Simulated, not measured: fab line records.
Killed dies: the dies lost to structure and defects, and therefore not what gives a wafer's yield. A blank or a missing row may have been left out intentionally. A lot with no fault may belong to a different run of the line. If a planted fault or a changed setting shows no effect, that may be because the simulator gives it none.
Code-filled problem report in 8D (eight disciplines) form :: flow gf180mcu :: the parts of the form that need people (team, actions taken, sign-off) are left out

## 1. THE PROBLEM
developer-temp-C at GF_CONTACT_DEVELOP_13 reads a mean of 21.75 C on 6 wafers of 2 lots; wafers without a fault read 20.99 C with a standard deviation of 0.11. Measured from the usual mean, that is +6.9 standard deviations.
The step: develop time 60 s.
Seen first at day 17 14:13 on litho-track-01, wafer L192.2. The record has a number at this step for 42 wafers belonging to 14 lots. Rule for "out", or "out of limits": more than 4 standard deviations from the usual mean. The rest of the wafers with a number are treated as sound.

## 2. WHAT IT IS; WHAT IT IS NOT
question: which readings at this step
is: developer-temp-C
is not: -

question: which lots
is: L192, L196
is not: L188, L191, L201, L202, L203, L205, L206, L207, L208, L209, L210, L211

question: which wafers of those lots
is: all that have a number
is not: -

question: read on which tools
is: litho-track-01
is not: litho-track-02, litho-track-03

question: when
is: from day 17 14:13
is not: up to then (6 sound wafers); but 30 sound wafers of L201, L202, L203, L205, L206, L207, L208, L209, L210, L211 came after

## 3. THE SUSPECTS, EACH WITH WHAT RULES IT OUT
Counting: a tool stays on the suspect list if, at a process step up to the reading, it processed all lots that are out and no sound lot following the first of them.
- litho-track-01 at GF_CONTACT_DEVELOP_13 (develop time 60 s): ruled out as a lasting fault. Following L192 (day 17 14:13), the first lot on it that is out, the sound lots L202, L203, L205, L208, L210 were run on it.
Left after counting: nothing in the record.

## 4. THE CAUSE (what the simulator had put in)
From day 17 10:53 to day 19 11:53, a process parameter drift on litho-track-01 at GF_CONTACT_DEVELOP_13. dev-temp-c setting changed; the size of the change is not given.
Counting ruled it out, wrongly.

## 5. THE EFFECT CHAIN, in route order
Each row: a reading whose mean over the struck wafers that have a number lies more than 3 standard deviations from the usual. Only readings for which the record gives a usual standard deviation are gone through. hours: the time from each lot's start at the first step in this table that gives one to its start at this step, as a median over the lots. sigmas: the change in usual standard deviations.
hours: 0
step: GF_CONTACT_DEVELOP_13
reading: developer-temp-C
usual: 20.99 C
on struck wafers: 21.75
change: +0.76
sigmas: +6.9
The process steps in it:
- GF_CONTACT_DEVELOP_13: develop time 60 s.

## 6. WHAT WOULD HAVE CAUGHT IT SOONER
The fault began at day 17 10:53; the first out-of-limits reading in this record came at day 17 14:13, 3 hours later.
